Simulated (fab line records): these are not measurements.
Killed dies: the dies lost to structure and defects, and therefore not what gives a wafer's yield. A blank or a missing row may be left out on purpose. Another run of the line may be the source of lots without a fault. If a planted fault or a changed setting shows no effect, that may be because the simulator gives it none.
fab line records | flow gf180mcu
[record] lots = 7 wafers = 21 last_day = 34
route steps=602 shown NSD@242 PSD@248
lots that met no fault: taken from a fault-free run of the same line
start_h: hours from the record's first day to the start of the lot's first wafer shown | wait_h: time in hours since the lot's previous step | " unchanged from the row above | L1.1+2: a single row standing in for several wafers | - no value, or no start was given | * or withheld: withheld | < > ~ a bound
route shown NAME@n: a module of which the file shows steps, and the number in the route of the first | usual: the fault-free wafers' mean and standard deviation | same: alike in all rows | chamber/n: place in a boat | sites: readings site by site | _std_site: how widely they spread, as a standard deviation | _edge_site: outer sites' mean less inner sites' | radius_mm: how far each site lies from the wafer's centre | mask NAME#n: copy n | behind: the tool/chamber that last shaped the wafer | hold: reason for holding the lot/hours on hold/outcome of the hold | device: the transistor (n, p or np) that didn't switch | end of line: tests run on the same wafers once the route is complete | where a step has no rows: the recipe by itself | killed: dies that structure and defects cost at the first sort, which is not the same as the wafer's yield | map: shows each die of a wafer: x if killed, . if not, _ if none is there
set.NAME: the setting as run; set.NAME@STEP: as run at that earlier step | model.NAME: the simulator's own value behind a step, which no gauge read
lots seen at some steps along the route; tables by step, rows by wafer
services: from which hour (start_h, from the record's first day; less than 0 if before it) a tool's chamber was out of use, for how many hours, and why
[[steps]]
[step GF_NSD_CD_MEAS_07]
[recipe] target_cd_nm = 400
[usual] cd_nm = 399.5/2.8
// columns lot.wafer tool chamber start_h wait_h cd_nm
L762.2 cd_sem-01 - 336.57 0.1 399.9
L762.3 " - " " 401.2
L762.5 " - " " 399.5
L765.2 cd_sem-01 - 345.22 0.1 398.1
L765.3 " - " " 397.0
L765.5 " - " " 397.5
L775.4 cd_sem-01 - 435.87 0.1 397.9
L775.5 " - " " 398.2
L775.6 " - " " 398.1
L776.1 cd_sem-01 - 438.66 0.1 398.9
L776.5 " - " " 400.4
L776.6 " - " " 401.0
L777.3 cd_sem-02 - 447.93 0.1 394.1
L777.5 " - " " 396.4
L777.6 " - " " 396.0
L780.2 cd_sem-02 - 470.73 0.1 404.5
L780.4 " - " " 403.7
L780.5 " - " " 403.9
L782.3 cd_sem-02 - 488.08 0.1 400.8
L782.4 " - " " 398.8
L782.5 " - " " 400.6
[step GF_NSD_OVL_MEAS_08]
[usual] NSD_OVL = 0.8/1.5
// columns lot.wafer tool chamber start_h wait_h NSD_OVL[nm]
L762.2 overlay-02 - 336.68 0.1 2.3
L762.3 " - " " 0.7
L762.5 " - " " 1.7
L765.2 overlay-02 - 345.33 0.1 0.4
L765.3 " - " " -0.4
L765.5 " - " " 0.8
L775.4 overlay-02 - 435.94 0.1 1.4
L775.5 " - " " 2.7
L775.6 " - " " 3.3
L776.1 overlay-01 - 438.78 0.1 0.0
L776.5 " - " " 0.0
L776.6 " - " " 1.8
L777.3 overlay-02 - 448.02 0.1 0.5
L777.5 " - " " 2.4
L777.6 " - " " 1.5
L780.2 overlay-02 - 470.83 0.1 1.4
L780.4 " - " " 0.2
L780.5 " - " " -0.1
L782.3 overlay-02 - 488.17 0.1 2.8
L782.4 " - " " 1.6
L782.5 " - " " 2.8
[step GF_NSD_IMPLANT_09]
[recipe] species = As energy_kev = 60 dose_cm2 = 4e+15 tilt_deg = 7
[step GF_NSD_IMPLANT_10]
[recipe] species = P energy_kev = 40 dose_cm2 = 5e+14 tilt_deg = 7
[step GF_NSD_STRIP_11]
[recipe] chemistry = O2/N2 power_w = 1400 pressure_mtorr = 1500 platen_temp_c = 250 o2_flow_sccm = 3000 n2_flow_sccm = 300 overash_fraction = 0.5
[usual] drypump_motor_current_A = 5.6/0.53 heater_power_w = 336/42 oes_product_au = 0.487/0.0052 strip_time_to_endpoint_s = 22.96/0.036
// columns lot.wafer tool chamber start_h wait_h drypump_motor_current_A heater_power_w oes_product_au rf_hours_counter_h strip_time_to_endpoint_s
L762.2 plasma_asher-04 1 337.01 0.1 5.5 298 0.482 70 22.95
L762.3 " 1 " " 5.5 293 0.480 - 22.95
L762.5 " 1 " " 5.5 288 0.483 - 22.92
L765.2 plasma_asher-01 0 345.66 0.1 4.9 312 0.484 56 22.99
L765.3 " 0 " " 4.9 313 0.489 - 22.95
L765.5 " 0 " " 4.9 306 0.493 - 22.98
L775.4 plasma_asher-02 1 436.30 0.1 5.6 304 0.478 - 22.98
L775.5 " 0 " " 5.3 402 0.492 - 22.96
L775.6 " 1 " " 5.6 298 0.491 - 22.92
L776.1 plasma_asher-01 1 439.12 0.1 6.2 332 0.489 66 22.94
L776.5 " 1 " " 6.2 329 0.493 - 22.94
L776.6 " 0 " " 4.9 306 0.491 - 22.95
L777.3 plasma_asher-01 1 448.38 0.1 6.2 329 0.481 - 23.01
L777.5 " 1 " " 6.2 328 0.486 - 23.06
L777.6 " 0 " " 4.9 316 0.481 - 23.02
L780.2 plasma_asher-04 0 471.16 0.1 6.6 384 0.482 85 22.96
L780.4 " 0 " " 6.6 391 0.490 - 22.97
L780.5 " 0 " " 6.6 386 0.494 - 22.98
L782.3 plasma_asher-04 0 488.53 0.1 6.6 389 0.486 - 22.90
L782.4 " 1 " " 5.5 291 0.475 - 22.91
L782.5 " 0 " " 6.6 398 0.490 - 22.97
[step GF_NSD_TW_MEAS_12]
[usual] NSD_TW = 4298/39
// columns lot.wafer tool chamber start_h wait_h NSD_TW
L762.2 film_metro-02 - 337.12 0.1 4290
L762.3 " - " " 4282
L762.5 " - " " 4291
L765.2 film_metro-02 - 345.77 0.1 4254
L765.3 " - " " 4293
L765.5 " - " " 4255
L775.4 film_metro-03 - 436.39 0.1 4318
L775.5 " - " " 4280
L775.6 " - " " 4303
L776.1 film_metro-02 - 439.22 0.1 4230
L776.5 " - " " 4234
L776.6 " - " " 4226
L777.3 film_metro-02 - 448.46 0.1 4253
L777.5 " - " " 4250
L777.6 " - " " 4251
L780.2 film_metro-04 - 471.27 0.1 4308
L780.4 " - " " 4321
L780.5 " - " " 4326
L782.3 film_metro-04 - 488.61 0.1 4327
L782.4 " - " " 4290
L782.5 " - " " 4322
[step GF_PSD_DEHYDRATE_00]
[recipe] temp_c = 200 time_s = 60
[step GF_PSD_HMDS_01]
[recipe] prime_time_s = 60 prime_temp_c = 120
[step GF_PSD_COAT_02]
[recipe] resist = NOVOLAK spin_rpm = 3000 resist_thk_nm = 1000
[step GF_PSD_SOFTBAKE_03]
[recipe] temp_c = 90 time_s = 60 resist = NOVOLAK
[step GF_PSD_EXPOSE_04]
[recipe] mask_id = Pplus target_cd_nm = 400 na = 0.6 source_shape = conventional sigma_outer = 0.6 dose_mj = 140
[step GF_PSD_PEB_05]
[recipe] temp_c = withheld time_s = * resist = NOVOLAK
[step GF_PSD_DEVELOP_06]
[recipe] develop_time_s = 60 dev_temp_c = 23
[usual] chill_plate_temp_C = 23.02/0.1 develop_time_s = 60/0
// columns lot.wafer tool chamber start_h wait_h chill_plate_temp_C develop_time_s
L762.2 litho_track-01 0 358.90 0.1 23.02 60
L762.3 " 0 " " 23.12 60
L762.5 " 0 " " 22.95 60
L765.2 litho_track-02 0 367.93 0.1 22.94 60
L765.3 " 0 " " 23.20 60
L765.5 " 0 " " 23.11 60
L775.4 litho_track-01 - 459.65 0.1 - -
L775.5 " - " " - -
L775.6 " - " " - -
L776.1 litho_track-02 - 462.81 0.1 - -
L776.5 " - " " - -
L776.6 " - " " - -
L777.3 litho_track-02 - 471.81 0.1 - -
L777.5 " - " " - -
L777.6 " - " " - -
L780.2 litho_track-02 0 493.83 0.1 23.08 60
L780.4 " 0 " " 23.13 60
L780.5 " 0 " " 23.26 60
L782.3 litho_track-02 0 511.71 0.1 22.87 60
L782.4 " 0 " " 23.03 60
L782.5 " 0 " " 23.01 60
[step GF_PSD_CD_MEAS_07]
[recipe] target_cd_nm = 400
[usual] cd_nm = 399.9/2.7
// columns lot.wafer tool chamber start_h wait_h cd_nm
L762.2 cd_sem-02 - 359.05 0.1 400.5
L762.3 " - " " 400.2
L762.5 " - " " 402.0
L765.2 cd_sem-01 - 368.08 0.1 398.9
L765.3 " - " " 400.1
L765.5 " - " " 396.6
L775.4 cd_sem-02 - 459.79 0.1 -
L775.5 " - " " -
L775.6 " - " " -
L776.1 cd_sem-02 - 462.96 0.1 -
L776.5 " - " " -
L776.6 " - " " -
L777.3 cd_sem-02 - 471.95 0.1 -
L777.5 " - " " -
L777.6 " - " " -
L780.2 cd_sem-01 - 493.98 0.1 395.4
L780.4 " - " " 395.6
L780.5 " - " " 398.7
L782.3 cd_sem-01 - 511.85 0.1 393.6
L782.4 " - " " 395.9
L782.5 " - " " 394.7
[[services]]
// columns tool chamber start_h hours kind
plasma_asher-04 - 426.14 2.6 repair
[[key]]
[first_sign] step = GF_PSD_DEVELOP_06 reading = tool_record direction = missing
effect none on later readings
met_at GF_PSD_DEVELOP_06
struck_wafers L775.4,L775.5,L775.6,L776.1,L776.5,L776.6,L777.3,L777.5,L777.6
sort_left_out L775.4,L775.5,L775.6,L776.1,L776.5,L776.6,L777.3,L777.5,L777.6
tester_left_out L775,L776,L777
onset_between 367.93 459.65
[fault] kind = skipped_step_whole tool = litho_track-01,litho_track-02 chamber = - onset_h = 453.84 steps = GF_PSD_DEVELOP_06 scope = struck_lots_only
// tester_left_out: of these lots the tester's yield and bins aren't shown, on N5 and GAA mostly nor the transistor test; their killed dies are dies lost to structure and defects alone, not to doping, threshold or leakage, so they don't give the yield
// sort_left_out: the simulated sort isn't trusted on such a fault, so these wafers' sort isn't shown, and their yield isn't known
